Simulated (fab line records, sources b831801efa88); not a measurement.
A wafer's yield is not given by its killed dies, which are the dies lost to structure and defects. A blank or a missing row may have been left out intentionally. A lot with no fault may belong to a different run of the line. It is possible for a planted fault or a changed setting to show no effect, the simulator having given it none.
fab line records	flow sky130
record: lots: 6	wafers: 18	last_day: 50
route steps=708 shown CAPM@548 METAL3@555
lots that met no fault: taken from a fault-free run of the same line
start_h: hours from the record's opening day to when the first of the lot's shown wafers began	wait_h: hours from the lot's prior step to this one	" repeats the value in the row above	L1.1+2: a single row standing in for several wafers	- either no value or no given start	* or withheld: withheld	< > ~ a bound
route shown NAME@n: names a module that has steps shown in the file, with the first one's number in the route	usual: mean and standard deviation over wafers with no fault	same: alike in all rows	chamber/n: place in a boat	sites: the reading at each site	_std_site: standard deviation across them	_edge_site: outer sites' mean less inner sites'	radius_mm: how far each site lies from the wafer's centre	mask NAME#n: copy n	behind: the last tool/chamber to shape the wafer	hold: the reason the lot was held/the length of the hold in hours/how it ended	device: whichever transistor did not switch (one of n, p or np)	end of line: tests of these same wafers at the route's end	step lacking rows: just its recipe	killed: count of dies lost to structure and defects at first sort (not the wafer's yield)	map: a wafer's dies, marking killed ones x, the rest . and places with no die _
set.NAME: the setting that was run; set.NAME@STEP: the one run at that earlier step	model.NAME: the simulator's own value behind a step, which no gauge read
lots at selected steps of the route; one table per step, one row per wafer
services: the hour from which a tool's chamber was out of use, counted from the record's first day as start_h (under 0 if before that day), plus the number of hours and why
== steps ==
step: SKY_CAPM_DEVELOP_11
recipe: resist: NOVOLAK	developer: TMAH	develop_time_s: 60	dev_temp_c: 23
step: SKY_CAPM_OVL_MEAS_12
usual: CAPM_OVL: 1.4/1.3
lot.wafer	tool	chamber	start_h	wait_h	CAPM_OVL[nm]
L445.2	overlay-01	-	891.01	0.1	2.9
L445.3	"	-	"	"	2.9
L445.6	"	-	"	"	2.6
L446.2	overlay-01	-	896.34	0.1	0.4
L446.3	"	-	"	"	2.0
L446.6	"	-	"	"	-0.4
L458.2	overlay-01	-	986.11	0.1	1.8
L458.3	"	-	"	"	1.2
L458.6	"	-	"	"	1.3
L459.1	overlay-02	-	992.18	0.1	0.3
L459.5	"	-	"	"	1.5
L459.6	"	-	"	"	0.2
L460.1	overlay-02	-	1005.20	0.1	1.5
L460.2	"	-	"	"	1.0
L460.3	"	-	"	"	0.2
L462.1	overlay-01	-	1041.89	0.1	2.3
L462.2	"	-	"	"	2.7
L462.5	"	-	"	"	2.4
step: SKY_CAPM_METAL_ETCH_13
recipe: target_depth_nm: 220	stop_on: SiO2	chemistry: Cl2/BCl3	target: TiN	pressure_mtorr: 10	icp_w: 900	bias_w: 48.5	Cl2_flow_sccm: 60	bcl3_flow_sccm: 30	time_s: 62.9
usual: drypump_motor_current_A: 5.9/0.57	oes_product_au: 0.942/0.0081	throttle_valve_pct: 21.902/0.011
lot.wafer	tool	chamber	start_h	wait_h	drypump_motor_current_A	oes_product_au	rf_hours_counter_h	throttle_valve_pct
L445.2	rie_metal-01	0	891.04	0.0	5.7	0.944	4	21.893
L445.3	"	0	"	"	5.7	0.940	-	21.900
L445.6	"	1	"	"	5.0	0.935	-	21.866
L446.2	rie_metal-01	0	896.37	0.0	5.7	0.939	5	21.905
L446.3	"	0	"	"	5.7	0.947	-	21.915
L446.6	"	1	"	"	5.0	0.938	-	21.895
L458.2	rie_metal-02	1	986.14	0.0	6.5	0.953	4	21.893
L458.3	"	0	"	"	6.6	0.938	-	21.920
L458.6	"	0	"	"	6.6	0.954	-	21.887
L459.1	rie_metal-04	1	992.22	0.0	6.3	0.935	6	21.901
L459.5	"	1	"	"	6.4	0.936	-	21.894
L459.6	"	0	"	"	5.7	0.945	-	21.894
L460.1	rie_metal-02	0	1005.24	0.0	6.6	0.955	9	21.904
L460.2	"	1	"	"	6.6	0.939	5	21.911
L460.3	"	0	"	"	6.6	0.939	-	21.905
L462.1	rie_metal-02	0	1041.92	0.0	6.6	0.945	11	21.904
L462.2	"	1	"	"	6.5	0.944	7	21.925
L462.5	"	0	"	"	6.6	0.931	-	21.913
step: SKY_CAPM_STRIP_14
recipe: chemistry: O2/N2	power_w: 1400	pressure_mtorr: 1500	platen_temp_c: withheld	o2_flow_sccm: 3000	n2_flow_sccm: 300	overash_fraction: 0.5
usual: drypump_motor_current_A: 6.0/0.53	oes_product_au: 0.710/0.0045	strip_time_to_endpoint_s: 12.66/0.04
lot.wafer	tool	chamber	start_h	wait_h	drypump_motor_current_A	oes_product_au	rf_hours_counter_h	strip_time_to_endpoint_s
L445.2	plasma_asher-01	1	891.12	0.1	6.5	0.717	15	12.65
L445.3	"	0	"	"	5.8	0.717	-	12.66
L445.6	"	1	"	"	6.5	0.716	-	12.72
L446.2	plasma_asher-01	0	896.45	0.1	5.8	0.709	16	12.60
L446.3	"	1	"	"	6.5	0.711	-	12.64
L446.6	"	1	"	"	6.5	0.704	-	12.62
L458.2	plasma_asher-03	1	986.22	0.1	5.4	0.710	117	12.68
L458.3	"	0	"	"	6.6	0.712	-	12.65
L458.6	"	1	"	"	5.5	0.709	-	12.63
L459.1	plasma_asher-02	1	992.30	0.1	6.6	0.710	51	12.69
L459.5	"	0	"	"	5.2	0.715	-	12.64
L459.6	"	1	"	"	6.6	0.710	-	12.57
L460.1	plasma_asher-03	1	1005.32	0.1	5.5	0.724	119	12.68
L460.2	"	0	"	"	6.6	0.716	119	12.70
L460.3	"	1	"	"	5.5	0.701	-	12.69
L462.1	plasma_asher-02	1	1042.00	0.1	6.6	0.706	56	12.64
L462.2	"	0	"	"	5.2	0.715	56	12.64
L462.5	"	1	"	"	6.6	0.713	-	12.64
step: SKY_CAPM_STRIP_15
recipe: chemistry: post_etch_residue_remover	time_s: 1232	temp_c: 72.5
step: SKY_CAPM_CLEAN_16
recipe: chemistry: IPA	time_s: 180	temp_c: 25
step: SKY_CAPM_CLEAN_17
recipe: chemistry: O3/DIW	dry: n2_spin
step: SKY_METAL3_DEHYDRATE_05
recipe: temp_c: 200	time_s: 60
step: SKY_METAL3_HMDS_06
recipe: prime_time_s: 60	prime_temp_c: 120
step: SKY_METAL3_COAT_07
recipe: resist: BARC	temp_c: withheld	time_s: withheld	spin_rpm: 3000	resist_thk_nm: 60
step: SKY_METAL3_COAT_08
recipe: resist: KrF-thick	spin_rpm: 3000	resist_thk_nm: 1140
step: SKY_METAL3_SOFTBAKE_09
recipe: temp_c: 100	time_s: 90	resist: KrF-thick
step: SKY_METAL3_EXPOSE_10
recipe: mask_id: MM3	na: 0.68	source_shape: annular	sigma_inner: 0.4	sigma_outer: 0.8	target_cd_nm: 300	dose_mj: 28
lot.wafer	tool	chamber	start_h	wait_h	mask
L445.2+3+6	krf_scanner-02	0	904.36	-	MM3#0
L446.2+3+6	krf_scanner-02	0	909.39	-	MM3#0
L458.2+3+6	krf_scanner-01	0	998.52	-	MM3#0
L459.1+5+6	krf_scanner-01	0	1004.24	-	MM3#0
L460.1+2+3	krf_scanner-01	0	1017.54	-	MM3#0
L462.1+2+5	krf_scanner-02	0	1053.21	-	MM3#0
step: SKY_METAL3_PEB_11
recipe: peb_temp_c: withheld	peb_time_s: withheld	resist: KrF-thick
step: SKY_METAL3_DEVELOP_12
recipe: develop_time_s: 60	resist: KrF-thick	dev_temp_c: 21
step: SKY_METAL3_CD_MEAS_13
recipe: target_cd_nm: 300
usual: cd_nm: 300.2/1.2
lot.wafer	tool	chamber	start_h	wait_h	cd_nm
L445.2	cd_sem-02	-	916.74	-	299.1
L445.3	"	-	"	"	185.2
L445.6	"	-	"	"	185.9
L446.2	cd_sem-02	-	921.81	-	299.8
L446.3	"	-	"	"	185.4
L446.6	"	-	"	"	184.7
L458.2	cd_sem-02	-	1009.74	-	299.6
L458.3	"	-	"	"	300.0
L458.6	"	-	"	"	299.3
L459.1	cd_sem-01	-	1015.38	-	298.7
L459.5	"	-	"	"	297.3
L459.6	"	-	"	"	296.2
L460.1	cd_sem-02	-	1028.32	-	298.7
L460.2	"	-	"	"	299.4
L460.3	"	-	"	"	298.9
L462.1	cd_sem-01	-	1063.67	-	300.2
L462.2	"	-	"	"	300.3
L462.5	"	-	"	"	300.9
step: SKY_METAL3_OVL_MEAS_14
usual: METAL3_OVL: 0/5.1
lot.wafer	tool	chamber	start_h	wait_h	METAL3_OVL[nm]
L445.2	overlay-01	-	916.85	0.1	-2
L445.3	"	-	"	"	-2
L445.6	"	-	"	"	1
L446.2	overlay-01	-	921.91	0.1	-6
L446.3	"	-	"	"	-1
L446.6	"	-	"	"	2
L458.2	overlay-01	-	1009.85	0.1	3
L458.3	"	-	"	"	3
L458.6	"	-	"	"	-1
L459.1	overlay-01	-	1015.50	0.1	-2
L459.5	"	-	"	"	-2
L459.6	"	-	"	"	4
L460.1	overlay-02	-	1028.44	0.1	0
L460.2	"	-	"	"	-1
L460.3	"	-	"	"	3
L462.1	overlay-01	-	1063.79	0.1	-6
L462.2	"	-	"	"	0
L462.5	"	-	"	"	-6
step: SKY_METAL3_DESCUM_15
recipe: chemistry: O2	source_power_w: 150	bias_power_w: 0	pressure_mtorr: 10	temp_c: 40	time_s: 8
usual: drypump_motor_current_A: 6.3/0.33	oes_product_au: 0.999/0.012	temp_c: 40.00/0.11
lot.wafer	tool	chamber	start_h	wait_h	drypump_motor_current_A	oes_product_au	rf_hours_counter_h	temp_c	model.METAL3.cd_nm
L445.2	rie_metal-03	1	916.88	0.0	5.8	1.025	6	39.93	299.2
L445.3	"	1	"	"	5.8	1.013	-	40.00	185.1
L445.6	"	0	"	"	6.3	0.992	-	39.87	185.8
L446.2	rie_metal-02	1	921.94	0.0	6.5	0.996	1	39.90	298.9
L446.3	"	0	"	"	6.6	1.003	-	39.97	185.6
L446.6	"	1	"	"	6.5	0.989	-	39.95	183.7
L458.2	rie_metal-03	0	1009.88	0.0	6.3	1.007	18	39.92	300.2
L458.3	"	0	"	"	6.3	1.008	-	39.85	299.8
L458.6	"	1	"	"	5.8	1.008	-	39.93	299.2
L459.1	rie_metal-02	1	1015.54	0.0	6.5	0.982	6	40.20	298.3
L459.5	"	1	"	"	6.5	0.985	-	40.04	296.1
L459.6	"	0	"	"	6.6	0.988	-	39.88	296
L460.1	rie_metal-02	1	1028.48	0.0	6.5	0.992	7	39.95	298.6
L460.2	"	0	"	"	6.6	0.984	11	40.04	299.3
L460.3	"	0	"	"	6.6	0.991	-	39.92	298.8
L462.1	rie_metal-03	1	1063.83	0.0	5.8	1.022	13	40.10	300.5
L462.2	"	0	"	"	6.3	1.007	21	40.18	300.3
L462.5	"	0	"	"	6.3	1.012	-	40.09	300.8
step: SKY_METAL3_ETCH_16
recipe: chemistry: N2/H2	target: BARC	ion_energy_ev: 200	bias_w: 100	pressure_mtorr: 30	n2_flow_sccm: 100	h2_flow_sccm: 200	icp_w: 500	stop_on: SiO2	time_s: 88.2	target_depth_a: 600
usual: drypump_motor_current_A: 6.3/0.33	oes_product_au: 0.625/0.0045	throttle_valve_pct: 13.206/0.0093
lot.wafer	tool	chamber	start_h	wait_h	drypump_motor_current_A	oes_product_au	rf_hours_counter_h	throttle_valve_pct
L445.2	rie_metal-03	1	916.91	0.0	5.8	0.630	6	13.206
L445.3	"	1	"	"	5.8	0.629	-	13.197
L445.6	"	0	"	"	6.3	0.630	-	13.204
L446.2	rie_metal-02	1	921.97	0.0	6.6	0.631	1	13.218
L446.3	"	0	"	"	6.6	0.629	-	13.200
L446.6	"	1	"	"	6.6	0.627	-	13.226
L458.2	rie_metal-03	0	1009.91	0.0	6.3	0.625	18	13.228
L458.3	"	0	"	"	6.3	0.625	-	13.222
L458.6	"	1	"	"	5.8	0.615	-	13.212
L459.1	rie_metal-02	1	1015.57	0.0	6.6	0.619	6	13.227
L459.5	"	1	"	"	6.5	0.620	-	13.200
L459.6	"	0	"	"	6.6	0.623	-	13.202
L460.1	rie_metal-02	1	1028.51	0.0	6.6	0.623	7	13.196
L460.2	"	0	"	"	6.6	0.623	11	13.194
L460.3	"	0	"	"	6.6	0.620	-	13.214
L462.1	rie_metal-03	1	1063.86	0.0	5.8	0.628	13	13.214
L462.2	"	0	"	"	6.3	0.630	21	13.207
L462.5	"	0	"	"	6.3	0.622	-	13.198
step: SKY_METAL3_ETCH_17
recipe: target: SiO2	stop_on: TiN	chemistry: C4F8/O2/Ar	source_w: 1500	bias_w: 1200	pressure_mtorr: 40	c4f8_flow_sccm: withheld	O2_flow_sccm: 6	Ar_flow_sccm: 300	time_s: 3.9	target_depth_a: 150
usual: oes_product_au: 0.756/0.0087
lot.wafer	tool	chamber	start_h	wait_h	oes_product_au	rf_hours_counter_h
L445.2	rie_diel-02	2	917.01	0.1	0.742	17
L445.3	"	0	"	"	0.743	1
L445.6	"	0	"	"	0.750	-
L446.2	rie_diel-01	3	922.07	0.1	0.755	3
L446.3	"	0	"	"	0.766	11
L446.6	"	2	"	"	0.760	-
L458.2	rie_diel-02	0	1010.01	0.1	0.747	3
L458.3	"	2	"	"	0.748	20
L458.6	"	1	"	"	0.755	-
L459.1	rie_diel-01	3	1015.67	0.1	0.739	6
L459.5	"	2	"	"	0.753	-
L459.6	"	1	"	"	0.756	-
L460.1	rie_diel-01	0	1028.61	0.1	0.741	14
L460.2	"	1	"	"	0.745	18
L460.3	"	2	"	"	0.752	21
L462.1	rie_diel-02	1	1063.96	0.1	0.749	27
L462.2	"	2	"	"	0.749	21
L462.5	"	0	"	"	0.752	-
step: SKY_METAL3_METAL_ETCH_18
recipe: target_depth_a: 8450	stop_on: SiO2	over_etch_frac: 0.3	time_s: 183.1	chemistry: Cl2/BCl3	resist_sidewall_deg: 88	pressure_mtorr: 9.661	icp_w: 900	bias_w: 48.5	Cl2_flow_sccm: 60	bcl3_flow_sccm: 30
usual: drypump_motor_current_A: 6.2/0.32	oes_product_au: 0.868/0.0064	throttle_valve_pct: 22.680/0.0085
lot.wafer	tool	chamber	start_h	wait_h	drypump_motor_current_A	oes_product_au	rf_hours_counter_h	throttle_valve_pct	model.METAL3.cd_nm
L445.2	rie_metal-04	0	917.03	0.0	5.8	0.870	12	22.675	300.2
L445.3	"	1	"	"	6.3	0.874	-	22.680	191.1
L445.6	"	1	"	"	6.3	0.873	-	22.675	187.4
L446.2	rie_metal-03	0	922.09	0.0	6.3	0.869	14	22.691	294.8
L446.3	"	0	"	"	6.2	0.875	-	22.672	182.3
L446.6	"	0	"	"	6.3	0.864	-	22.672	180
L458.2	rie_metal-04	0	1010.03	0.0	5.8	0.875	17	22.673	293.2
L458.3	"	0	"	"	5.8	0.873	-	22.682	291.6
L458.6	"	1	"	"	6.4	0.871	-	22.674	296.9
L459.1	rie_metal-03	1	1015.69	0.0	5.8	0.858	11	22.680	297.4
L459.5	"	0	"	"	6.3	0.859	-	22.667	290
L459.6	"	1	"	"	5.8	0.859	-	22.686	294.5
L460.1	rie_metal-04	1	1028.63	0.0	6.4	0.865	8	22.695	294.5
L460.2	"	0	"	"	5.8	0.860	18	22.680	293.8
L460.3	"	1	"	"	6.4	0.856	-	22.674	299.3
L462.1	rie_metal-04	1	1063.98	0.0	6.3	0.873	11	22.677	301.7
L462.2	"	1	"	"	6.3	0.865	-	22.688	299.6
L462.5	"	1	"	"	6.3	0.867	-	22.694	299.5
step: SKY_METAL3_STRIP_19
recipe: chemistry: O2/N2	power_w: 1400	pressure_mtorr: 1500	platen_temp_c: withheld	o2_flow_sccm: 3000	n2_flow_sccm: 300	overash_fraction: 0.5
usual: drypump_motor_current_A: 6.0/0.52	oes_product_au: 0.503/0.0059	strip_time_to_endpoint_s: 6.57/0.089
lot.wafer	tool	chamber	start_h	wait_h	drypump_motor_current_A	oes_product_au	rf_hours_counter_h	strip_time_to_endpoint_s
L445.2	plasma_asher-01	1	917.21	0.1	6.5	0.507	18	6.57
L445.3	"	0	"	"	5.8	0.501	-	6.54
L445.6	"	0	"	"	5.8	0.513	-	6.57
L446.2	plasma_asher-03	0	922.27	0.1	6.7	0.493	110	6.59
L446.3	"	0	"	"	6.7	0.505	-	6.58
L446.6	"	1	"	"	5.5	0.502	-	6.53
L458.2	plasma_asher-03	1	1010.21	0.1	5.5	0.506	120	6.62
L458.3	"	0	"	"	6.7	0.508	-	6.63
L458.6	"	0	"	"	6.7	0.513	-	6.60
L459.1	plasma_asher-04	1	1015.87	0.1	5.3	0.499	88	6.43
L459.5	"	0	"	"	6.5	0.501	-	6.45
L459.6	"	1	"	"	5.3	0.499	-	6.40
L460.1	plasma_asher-01	1	1028.81	0.1	6.5	0.500	31	6.59
L460.2	"	0	"	"	5.8	0.501	31	6.61
L460.3	"	0	"	"	5.8	0.506	-	6.54
L462.1	plasma_asher-04	0	1064.33	0.3	6.5	0.493	93	6.56
L462.2	"	1	"	"	5.4	0.504	93	6.58
L462.5	"	0	"	"	6.5	0.508	-	6.54
== services ==
tool	chamber	start_h	hours	kind
krf_scanner-02	-	867.11	0.8	pm
rie_metal-03	0	888.68	1.4	repair
krf_scanner-01	-	907.16	0.8	pm
plasma_asher-03	-	908.79	4.1	repair
krf_scanner-01	-	911.36	1.3	pm
krf_scanner-02	-	925.13	1.3	pm
krf_scanner-02	-	927.11	1.0	pm
rie_metal-02	0	934.78	5.6	repair
rie_metal-02	1	946.32	1.4	repair
krf_scanner-01	-	947.39	7.2	pm
rie_diel-02	-	947.96	2.8	pm
plasma_asher-03	-	950.21	2.2	repair
krf_scanner-02	-	960.36	0.6	repair
krf_scanner-01	-	961.01	0.8	pm
rie_diel-01	-	963.78	0.8	repair
krf_scanner-01	-	969.54	1.0	pm
krf_scanner-01	-	978.36	4.4	pm
rie_diel-02	0	1005.96	1.2	repair
rie_metal-03	-	1023.00	19.2	repair
krf_scanner-01	-	1030.41	0.9	repair
rie_metal-04	0	1043.23	22.2	repair
rie_metal-03	-	1050.76	0.2	repair
rie_metal-02	-	1053.13	0.3	repair
plasma_asher-03	-	1055.25	9.0	pm
== key ==
first_sign: step: SKY_METAL3_CD_MEAS_13	reading: cd_nm	direction: down	sigmas: 96	usual: 300.2	struck: 185.3
effect none on later readings
model_effect: step: SKY_METAL3_DESCUM_15	value: METAL3.cd_nm	without: 299.7	struck: 185
model_effect: step: SKY_METAL3_METAL_ETCH_18	value: METAL3.cd_nm	without: 299.9	struck: 185.2
met_at SKY_METAL3_EXPOSE_10
struck_wafers L445.3,L445.6,L446.3,L446.6
later_rows_left_out L445.3,L445.6,L446.3,L446.6
sort_left_out L445.3,L445.6,L446.3,L446.6
fault: kind: process_parameter_drift	tool: krf_scanner-02	chamber: -	onset_h: 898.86	steps: SKY_METAL3_EXPOSE_10	channel: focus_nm	offset: 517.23	shape: step	end_h: 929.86	scope: struck_wafers_only
sort_left_out: the simulated sort isn't trusted on such a fault, so these wafers' sort isn't shown, and their yield isn't known
later_rows_left_out: the simulator's readings of these wafers behind a module that went badly wrong aren't trusted and aren't shown, but for the sort
